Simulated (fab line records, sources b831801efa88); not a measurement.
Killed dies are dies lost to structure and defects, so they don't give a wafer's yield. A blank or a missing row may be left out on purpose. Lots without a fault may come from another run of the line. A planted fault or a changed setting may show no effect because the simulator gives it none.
Split-lot experiment | flow sfq_line | 5 lots, 23 wafers read, on a route of 325 steps

THE SPLIT
At SFQ_TRILAYER_M0_DEP_SPUTTER_019 (material Nb, target thk 200 nm, time 133.3 s), the setting time_s was moved away from the recipe's 133.3 s on 8 of the 23 wafers read, by -14.9% to +10.7%. The other wafers ran this setting at the recipe's value.

FROM THE SPLIT TO THE READING: what the file shows between them, 4 steps
- SFQ_M0_RS_MEAS_904: measures by four-point-probe
- SFQ_TRILAYER_M0_LITHO_PEB_024: peb time 60 s (also split here: peb_time_s)
- SFQ_TRILAYER_M0_LITHO_DEVELOP_023: time 60 s
- SFQ_TRILAYER_M0_BARC_OPEN_METAL_ETCH_031: etches BARC in O2, target depth 125 nm, time 41.7 s

THE READING
oes_product_au, in a.u., at SFQ_TRILAYER_M0_ETCH_METAL_ETCH_024 (etches Nb in Cl2/Ar, stops on SiO2, target depth 240 nm, time 120 s). Fault-free wafers of this fab line usually give 0.893 a.u., standard deviation 0.0074 a.u..

wafer  | tool, chamber at the split | time_s as run, s | against the recipe | oes_product_au, a.u. | against lot-mates on the recipe
L076.1 | pvd_sputter-04, -          | 146.9            | +10.2%             | 0.948                | +0.054
L076.2 | pvd_sputter-04, -          | 133.3            | recipe             | 0.892                | -
L076.3 | pvd_sputter-04, -          | 133.3            | recipe             | 0.888                | -
L076.4 | pvd_sputter-04, -          | 133.3            | recipe             | 0.902                | -
L076.6 | pvd_sputter-04, -          | 146.9            | +10.2%             | 0.943                | +0.049
L078.1 | pvd_sputter-04, -          | 113.5            | -14.9%             | 0.820                | -0.069
L078.2 | pvd_sputter-04, -          | 133.3            | recipe             | 0.884                | -
L078.4 | pvd_sputter-04, -          | 113.5            | -14.9%             | 0.817                | -0.072
L078.5 | pvd_sputter-04, -          | 133.3            | recipe             | 0.894                | -
L078.6 | pvd_sputter-04, -          | 113.5            | -14.9%             | 0.823                | -0.066
L079.2 | pvd_sputter-04, -          | 133.3            | recipe             | 0.896                | -
L079.3 | pvd_sputter-04, -          | 133.3            | recipe             | 0.885                | -
L079.5 | pvd_sputter-04, -          | 133.3            | recipe             | 0.891                | -
L080.1 | pvd_sputter-06, -          | 133.3            | recipe             | 0.902                | -
L080.3 | pvd_sputter-06, -          | 133.3            | recipe             | 0.910                | -
L080.4 | pvd_sputter-06, -          | 133.3            | recipe             | 0.889                | -
L080.5 | pvd_sputter-06, -          | 133.3            | recipe             | 0.899                | -
L080.6 | pvd_sputter-06, -          | 133.3            | recipe             | 0.897                | -
L081.1 | pvd_sputter-04, -          | 147.5            | +10.7%             | 0.942                | +0.051
L081.2 | pvd_sputter-04, -          | 147.5            | +10.7%             | 0.943                | +0.052
L081.4 | pvd_sputter-04, -          | 133.3            | recipe             | 0.884                | -
L081.5 | pvd_sputter-04, -          | 147.5            | +10.7%             | 0.943                | +0.052
L081.6 | pvd_sputter-04, -          | 133.3            | recipe             | 0.897                | -

THE FIT
A straight line over all 23 wafers: oes_product_au changes by +0.00488 a.u. for each +1% of time_s; r = +0.99; the points scatter about the line by 0.0064 a.u..
The same after taking each lot's own level away (the mean of its wafers on the recipe; 23 wafers): +0.00478 a.u. for each +1%; r = +0.99; scatter 0.0053 a.u..
On that fit, the largest move of time_s shifts the reading by 0.071 a.u..
The lots' own levels span 0.8890 to 0.8994 a.u., that is 1.4 times the standard deviation above.
So the lot-to-lot level changes the slope little: the two slopes agree.
Check: with one of the wafers moved furthest among these (-14.9%) left out of the fit, the line predicts -0.0708 a.u. for it against its lot-mates. It came out at -0.069 a.u. against them.

OTHER SPLITS ON THESE WAFERS
These wafers also went through other splits before the reading. Each is held against what the fit with the lots' levels taken away leaves over:
other split on the same wafers                    | wafers away from the commonest value | r with oes_product_au (lot level and that fit taken away)
SFQ_TRILAYER_INCOMING_OXIDATION_002 ox_time_s     | 15                                   | +0.09
SFQ_TRILAYER_L0_LITHO_PEB_008 peb_time_s          | 9                                    | -0.10
SFQ_TRILAYER_L0_BARC_OPEN_METAL_ETCH_010 icp_w    | 6                                    | -0.09
SFQ_TRILAYER_L0_VIA_LITHO_PEB_016 peb_temp_c      | 7                                    | +0.26
SFQ_TRILAYER_L0_VIA_BARC_OPEN_VIA_ETCH_021 time_s | 6                                    | -0.06
SFQ_TRILAYER_M0_LITHO_PEB_024 peb_time_s          | 9                                    | +0.00

THE WHOLE CHAIN: every reading that the file lists as answering this split, in the file's order
step                                | what it does                                                        | reading                                                                                   | change (the file's fit)                  | r (the file's)
SFQ_TRILAYER_M0_DEP_SPUTTER_019     | material Nb, target thk 200 nm, time 133.3 s                        | Nb_of_TRILAYER_M0_DEP_SPUTTER_019.thk_nm (the simulator's own value, which no gauge read) | +2.04 nm for each +1% of the setting     | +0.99
SFQ_M0_RS_MEAS_904                  | measures by four-point-probe                                        | M0_NB_RS                                                                                  | -0.00966 for each +1% of the setting     | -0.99
SFQ_TRILAYER_M0_ETCH_METAL_ETCH_024 | etches Nb in Cl2/Ar, stops on SiO2, target depth 240 nm, time 120 s | oes_product_au                                                                            | +0.0048 a.u. for each +1% of the setting | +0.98

THE FILE'S OWN FIT
oes_product_au changes by +0.0048 a.u. for each +1% of time_s, r = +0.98.
